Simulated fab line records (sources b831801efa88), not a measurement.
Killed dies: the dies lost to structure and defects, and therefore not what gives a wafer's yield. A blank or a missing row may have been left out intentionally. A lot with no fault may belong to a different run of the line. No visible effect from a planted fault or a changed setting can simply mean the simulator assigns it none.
Which of the tools did it? / flow gf180mcu / 24 lots, 72 wafers sampled, at 5 steps of a route of 602

## WHAT EACH GAUGE READ, for each wafer
GF_CONTACT_RS_MEAS_25: measures by four-point-probe.
lot=L074; measured=day 16 08:08; on=filmMetro-03; CONTACT_W_RS (ohm/sq)=0.386 0.384 0.389
lot=L075; measured=day 16 11:22; on=filmMetro-02; CONTACT_W_RS (ohm/sq)=0.385 0.381 0.381
lot=L076; measured=day 17 02:08; on=filmMetro-03; CONTACT_W_RS (ohm/sq)=0.386 0.382 0.384
lot=L077; measured=day 17 07:05; on=filmMetro-02; CONTACT_W_RS (ohm/sq)=0.381 0.382 0.382
lot=L078; measured=day 17 16:41; on=filmMetro-04; CONTACT_W_RS (ohm/sq)=0.386 0.383 0.380
lot=L079; measured=day 18 03:30; on=filmMetro-04; CONTACT_W_RS (ohm/sq)=0.381 0.385 0.384
lot=L080; measured=day 18 11:44; on=filmMetro-03; CONTACT_W_RS (ohm/sq)=0.382 0.377 0.379
lot=L081; measured=day 18 21:57; on=filmMetro-03; CONTACT_W_RS (ohm/sq)=0.389 0.385 0.389
lot=L082; measured=day 19 07:31; on=filmMetro-04; CONTACT_W_RS (ohm/sq)=0.385 0.383 0.385
lot=L083; measured=day 19 13:02; on=filmMetro-03; CONTACT_W_RS (ohm/sq)=0.380 0.381 0.387
lot=L084; measured=day 20 03:17; on=filmMetro-03; CONTACT_W_RS (ohm/sq)=0.388 0.389 0.384
lot=L085; measured=day 20 07:49; on=filmMetro-02; CONTACT_W_RS (ohm/sq)=0.384 0.384 0.379
lot=L086; measured=day 20 18:11; on=filmMetro-02; CONTACT_W_RS (ohm/sq)=0.390 0.386 0.385
lot=L087; measured=day 21 01:04; on=filmMetro-03; CONTACT_W_RS (ohm/sq)=0.382 0.382 0.382
lot=L088; measured=day 21 09:05; on=filmMetro-02; CONTACT_W_RS (ohm/sq)=0.381 0.384 0.383
lot=L089; measured=day 21 19:38; on=filmMetro-03; CONTACT_W_RS (ohm/sq)=0.385 0.384 0.387
lot=L090; measured=day 22 01:29; on=filmMetro-03; CONTACT_W_RS (ohm/sq)=0.384 0.383 0.384
lot=L091; measured=day 22 08:19; on=filmMetro-02; CONTACT_W_RS (ohm/sq)=0.382 0.385 0.383
lot=L092; measured=day 22 19:31; on=filmMetro-03; CONTACT_W_RS (ohm/sq)=0.380 0.385 0.381
lot=L093; measured=day 23 01:03; on=filmMetro-02; CONTACT_W_RS (ohm/sq)=0.387 0.386 0.389
lot=L094; measured=day 23 10:17; on=filmMetro-03; CONTACT_W_RS (ohm/sq)=0.381 0.382 0.384
lot=L095; measured=day 23 16:38; on=filmMetro-03; CONTACT_W_RS (ohm/sq)=0.380 0.384 0.385
lot=L096; measured=day 24 02:47; on=filmMetro-02; CONTACT_W_RS (ohm/sq)=0.376 0.382 0.379
lot=L097; measured=day 24 08:13; on=filmMetro-03; CONTACT_W_RS (ohm/sq)=0.386 0.379 0.385

GF_V1_BOW_MEAS_05.
lot=L074; measured=day 17 08:44; on=filmMetro-03; V1_BOW (um)=74 78 88
lot=L075; measured=day 17 11:47; on=filmMetro-02; V1_BOW (um)=80 71 75
lot=L076; measured=day 18 03:34; on=filmMetro-01; V1_BOW (um)=84 82 86
lot=L077; measured=day 18 07:54; on=filmMetro-02; V1_BOW (um)=85 79 76
lot=L078; measured=day 18 18:27; on=filmMetro-01; V1_BOW (um)=90 69 80
lot=L079; measured=day 19 06:03; on=filmMetro-03; V1_BOW (um)=68 87 82
lot=L080; measured=day 19 13:56; on=filmMetro-01; V1_BOW (um)=76 79 87
lot=L081; measured=day 20 00:46; on=filmMetro-03; V1_BOW (um)=67 81 83
lot=L082; measured=day 20 10:25; on=filmMetro-01; V1_BOW (um)=79 87 82
lot=L083; measured=day 20 15:25; on=filmMetro-02; V1_BOW (um)=76 64 76
lot=L084; measured=day 21 05:44; on=filmMetro-01; V1_BOW (um)=91 80 81
lot=L085; measured=day 21 10:31; on=filmMetro-02; V1_BOW (um)=79 73 84
lot=L086; measured=day 21 20:34; on=filmMetro-02; V1_BOW (um)=78 79 77
lot=L087; measured=day 22 02:37; on=filmMetro-01; V1_BOW (um)=79 69 90
lot=L088; measured=day 22 10:29; on=filmMetro-02; V1_BOW (um)=86 74 82
lot=L089; measured=day 22 20:53; on=filmMetro-03; V1_BOW (um)=94 79 81
lot=L090; measured=day 23 02:29; on=filmMetro-03; V1_BOW (um)=87 82 87
lot=L091; measured=day 23 09:03; on=filmMetro-01; V1_BOW (um)=83 83 79
lot=L092; measured=day 23 20:15; on=filmMetro-02; V1_BOW (um)=83 76 89
lot=L093; measured=day 24 01:53; on=filmMetro-01; V1_BOW (um)=83 72 76
lot=L094; measured=day 24 10:41; on=filmMetro-01; V1_BOW (um)=75 69 88
lot=L095; measured=day 24 17:12; on=filmMetro-02; V1_BOW (um)=91 73 72
lot=L096; measured=day 25 02:58; on=filmMetro-02; V1_BOW (um)=81 93 91
lot=L097; measured=day 25 07:35; on=filmMetro-03; V1_BOW (um)=83 92 84

GF_M5_CD_MEAS_07: target cd 280 nm.
lot=L074; measured=day 26 11:29; on=cdSem-01; cdNm (nm)=277.6 279.2 279.2
lot=L075; measured=day 26 14:16; on=cdSem-02; cdNm (nm)=281.7 281.1 281.6
lot=L076; measured=day 27 05:31; on=cdSem-02; cdNm (nm)=280.2 279.0 278.9
lot=L077; measured=day 27 09:13; on=cdSem-02; cdNm (nm)=281.2 281.3 280.7
lot=L078; measured=day 27 17:19; on=cdSem-02; cdNm (nm)=280.5 280.6 279.7
lot=L079; measured=day 28 04:17; on=cdSem-02; cdNm (nm)=280.7 281.0 281.9
lot=L080; measured=day 28 10:25; on=cdSem-02; cdNm (nm)=280.0 280.2 279.2
lot=L081; measured=day 28 18:41; on=cdSem-02; cdNm (nm)=278.7 279.3 279.8
lot=L082; measured=day 29 00:59; on=cdSem-01; cdNm (nm)=280.0 280.8 280.1
lot=L083; measured=day 29 06:43; on=cdSem-02; cdNm (nm)=278.3 279.6 278.3
lot=L084; measured=day 29 16:48; on=cdSem-01; cdNm (nm)=279.6 278.3 279.1
lot=L085; measured=day 29 21:07; on=cdSem-01; cdNm (nm)=281.5 281.6 280.5
lot=L086; measured=day 30 06:15; on=cdSem-01; cdNm (nm)=280.2 279.5 280.3
lot=L087; measured=day 30 11:33; on=cdSem-01; cdNm (nm)=278.5 278.1 278.9
lot=L088; measured=day 30 18:04; on=cdSem-02; cdNm (nm)=279.5 280.2 279.7
lot=L089; measured=day 31 01:43; on=cdSem-01; cdNm (nm)=280.2 280.8 280.5
lot=L090; measured=day 31 06:09; on=cdSem-01; cdNm (nm)=279.7 279.5 277.9
lot=L091; measured=day 31 13:08; on=cdSem-01; cdNm (nm)=282.0 280.6 280.2
lot=L092; measured=day 31 20:22; on=cdSem-02; cdNm (nm)=280.5 280.4 281.0
lot=L093; measured=day 32 01:15; on=cdSem-02; cdNm (nm)=282.0 282.1 281.1
lot=L094; measured=day 32 07:36; on=cdSem-02; cdNm (nm)=280.6 281.0 279.4
lot=L095; measured=day 32 12:46; on=cdSem-01; cdNm (nm)=283.1 281.4 282.7
lot=L096; measured=day 32 20:10; on=cdSem-02; cdNm (nm)=280.3 280.7 282.5
lot=L097; measured=day 32 22:33; on=cdSem-01; cdNm (nm)=278.5 279.2 279.0

## WHICH TOOL RAN EACH LOT (tool, then ch and the chambers of the sampled wafers, then the start)
lot=L074; GF_V1_SPUTTER_22=pvdSputter-03, day 18 08:20; GF_MIM_SPUTTER_08=pvdSputter-02, day 24 16:01
lot=L075; GF_V1_SPUTTER_22=pvdSputter-01, day 18 12:09; GF_MIM_SPUTTER_08=pvdSputter-01, day 24 19:46
lot=L076; GF_V1_SPUTTER_22=pvdSputter-01, day 19 04:51; GF_MIM_SPUTTER_08=pvdSputter-02, day 25 11:30
lot=L077; GF_V1_SPUTTER_22=pvdSputter-01, day 19 09:04; GF_MIM_SPUTTER_08=pvdSputter-04, day 25 14:37
lot=L078; GF_V1_SPUTTER_22=pvdSputter-02, day 19 20:01; GF_MIM_SPUTTER_08=pvdSputter-04, day 25 22:56
lot=L079; GF_V1_SPUTTER_22=pvdSputter-01, day 20 07:32; GF_MIM_SPUTTER_08=pvdSputter-04, day 26 10:38
lot=L080; GF_V1_SPUTTER_22=pvdSputter-02, day 20 15:08; GF_MIM_SPUTTER_08=pvdSputter-04, day 26 17:09
lot=L081; GF_V1_SPUTTER_22=pvdSputter-03, day 21 02:05; GF_MIM_SPUTTER_08=pvdSputter-01, day 27 02:33
lot=L082; GF_V1_SPUTTER_22=pvdSputter-03, day 21 11:38; GF_MIM_SPUTTER_08=pvdSputter-04, day 27 09:26
lot=L083; GF_V1_SPUTTER_22=pvdSputter-03, day 21 16:54; GF_MIM_SPUTTER_08=pvdSputter-04, day 27 14:41
lot=L084; GF_V1_SPUTTER_22=pvdSputter-01, day 22 06:43; GF_MIM_SPUTTER_08=pvdSputter-02, day 28 00:55
lot=L085; GF_V1_SPUTTER_22=pvdSputter-03, day 22 10:52; GF_MIM_SPUTTER_08=pvdSputter-02, day 28 06:01
lot=L086; GF_V1_SPUTTER_22=pvdSputter-02, day 22 20:56; GF_MIM_SPUTTER_08=pvdSputter-04, day 28 15:11
lot=L087; GF_V1_SPUTTER_22=pvdSputter-01, day 23 03:19; GF_MIM_SPUTTER_08=pvdSputter-01, day 28 21:13
lot=L088; GF_V1_SPUTTER_22=pvdSputter-02, day 23 10:24; GF_MIM_SPUTTER_08=pvdSputter-02, day 29 03:53
lot=L089; GF_V1_SPUTTER_22=pvdSputter-01, day 23 20:38; GF_MIM_SPUTTER_08=pvdSputter-02, day 29 13:22
lot=L090; GF_V1_SPUTTER_22=pvdSputter-02, day 24 02:08; GF_MIM_SPUTTER_08=pvdSputter-01, day 29 16:28
lot=L091; GF_V1_SPUTTER_22=pvdSputter-03, day 24 09:11; GF_MIM_SPUTTER_08=pvdSputter-01, day 29 23:45
lot=L092; GF_V1_SPUTTER_22=pvdSputter-02, day 24 19:22; GF_MIM_SPUTTER_08=pvdSputter-04, day 30 07:40
lot=L093; GF_V1_SPUTTER_22=pvdSputter-03, day 25 01:13; GF_MIM_SPUTTER_08=pvdSputter-04, day 30 12:53
lot=L094; GF_V1_SPUTTER_22=pvdSputter-01, day 25 09:23; GF_MIM_SPUTTER_08=pvdSputter-02, day 30 19:59
lot=L095; GF_V1_SPUTTER_22=pvdSputter-01, day 25 15:56; GF_MIM_SPUTTER_08=pvdSputter-01, day 31 00:47
lot=L096; GF_V1_SPUTTER_22=pvdSputter-03, day 26 01:24; GF_MIM_SPUTTER_08=pvdSputter-02, day 31 09:48
lot=L097; GF_V1_SPUTTER_22=pvdSputter-01, day 26 05:05; GF_MIM_SPUTTER_08=pvdSputter-04, day 31 12:53
- GF_V1_SPUTTER_22: material TiN, target thk 10 nm, time 40 s.
- GF_MIM_SPUTTER_08: material AlCu, target thk 200 nm, time 10.6 s.

## WHAT THE TOOLS THEMSELVES READ (means of the sampled wafers that have a number; where no wafer has one, the mark that the record gives instead)
GF_V1_SPUTTER_22.
lot=L074; tool=pvdSputter-03; throttleValvePct (%)=30.6
lot=L075; tool=pvdSputter-01; throttleValvePct (%)=29.1
lot=L076; tool=pvdSputter-01; throttleValvePct (%)=29.9
lot=L077; tool=pvdSputter-01; throttleValvePct (%)=29.3
lot=L078; tool=pvdSputter-02; throttleValvePct (%)=30.5
lot=L079; tool=pvdSputter-01; throttleValvePct (%)=29.2
lot=L080; tool=pvdSputter-02; throttleValvePct (%)=30.5
lot=L081; tool=pvdSputter-03; throttleValvePct (%)=31.8
lot=L082; tool=pvdSputter-03; throttleValvePct (%)=30.3
lot=L083; tool=pvdSputter-03; throttleValvePct (%)=30.6
lot=L084; tool=pvdSputter-01; throttleValvePct (%)=29.2
lot=L085; tool=pvdSputter-03; throttleValvePct (%)=30.6
lot=L086; tool=pvdSputter-02; throttleValvePct (%)=30.5
lot=L087; tool=pvdSputter-01; throttleValvePct (%)=29.3
lot=L088; tool=pvdSputter-02; throttleValvePct (%)=30.9
lot=L089; tool=pvdSputter-01; throttleValvePct (%)=29.9
lot=L090; tool=pvdSputter-02; throttleValvePct (%)=30.5
lot=L091; tool=pvdSputter-03; throttleValvePct (%)=29.3
lot=L092; tool=pvdSputter-02; throttleValvePct (%)=30.1
lot=L093; tool=pvdSputter-03; throttleValvePct (%)=29.4
lot=L094; tool=pvdSputter-01; throttleValvePct (%)=29.0
lot=L095; tool=pvdSputter-01; throttleValvePct (%)=29.2
lot=L096; tool=pvdSputter-03; throttleValvePct (%)=30.2
lot=L097; tool=pvdSputter-01; throttleValvePct (%)=29.9

GF_MIM_SPUTTER_08.
lot=L074; tool=pvdSputter-02; throttleValvePct (%)=30.6
lot=L075; tool=pvdSputter-01; throttleValvePct (%)=30.2
lot=L076; tool=pvdSputter-02; throttleValvePct (%)=30.7
lot=L077; tool=pvdSputter-04; throttleValvePct (%)=29.0
lot=L078; tool=pvdSputter-04; throttleValvePct (%)=29.2
lot=L079; tool=pvdSputter-04; throttleValvePct (%)=29.9
lot=L080; tool=pvdSputter-04; throttleValvePct (%)=29.8
lot=L081; tool=pvdSputter-01; throttleValvePct (%)=29.4
lot=L082; tool=pvdSputter-04; throttleValvePct (%)=28.6
lot=L083; tool=pvdSputter-04; throttleValvePct (%)=30.1
lot=L084; tool=pvdSputter-02; throttleValvePct (%)=30.1
lot=L085; tool=pvdSputter-02; throttleValvePct (%)=30.8
lot=L086; tool=pvdSputter-04; throttleValvePct (%)=29.3
lot=L087; tool=pvdSputter-01; throttleValvePct (%)=29.3
lot=L088; tool=pvdSputter-02; throttleValvePct (%)=30.7
lot=L089; tool=pvdSputter-02; throttleValvePct (%)=30.4
lot=L090; tool=pvdSputter-01; throttleValvePct (%)=29.0
lot=L091; tool=pvdSputter-01; throttleValvePct (%)=29.3
lot=L092; tool=pvdSputter-04; throttleValvePct (%)=29.3
lot=L093; tool=pvdSputter-04; throttleValvePct (%)=29.5
lot=L094; tool=pvdSputter-02; throttleValvePct (%)=30.1
lot=L095; tool=pvdSputter-01; throttleValvePct (%)=29.8
lot=L096; tool=pvdSputter-02; throttleValvePct (%)=30.6
lot=L097; tool=pvdSputter-04; throttleValvePct (%)=29.3

## THE ANSWER, worked out from the rows above alone
Rule: the lots themselves supply what counts as usual. Put in order of their means at a reading, lots are off if they are a third of the lots or fewer, leave a main group of 4 or more, and stand apart from it by a gap of 3 or more times the standard deviation of the main group's means; of several such gaps the widest counts. A main group whose means are all the same, to the digits that the tables above print for the reading, isn't used. A lot without any number at a reading at which 4 lots or more have one is off too. All remaining lots with rows at the step are treated as sound. After the gauges, taken in route order, come the tools' own readings; for these a lot's mean is taken, as printed above. The first step at which some lot is off is used, and at that step the reading that is off furthest; a lot without a number counts as furthest.
Across all readings shown, no lot is off: no conclusion can be drawn from this.

## WHAT WAS PUT IN BY THE SIMULATOR
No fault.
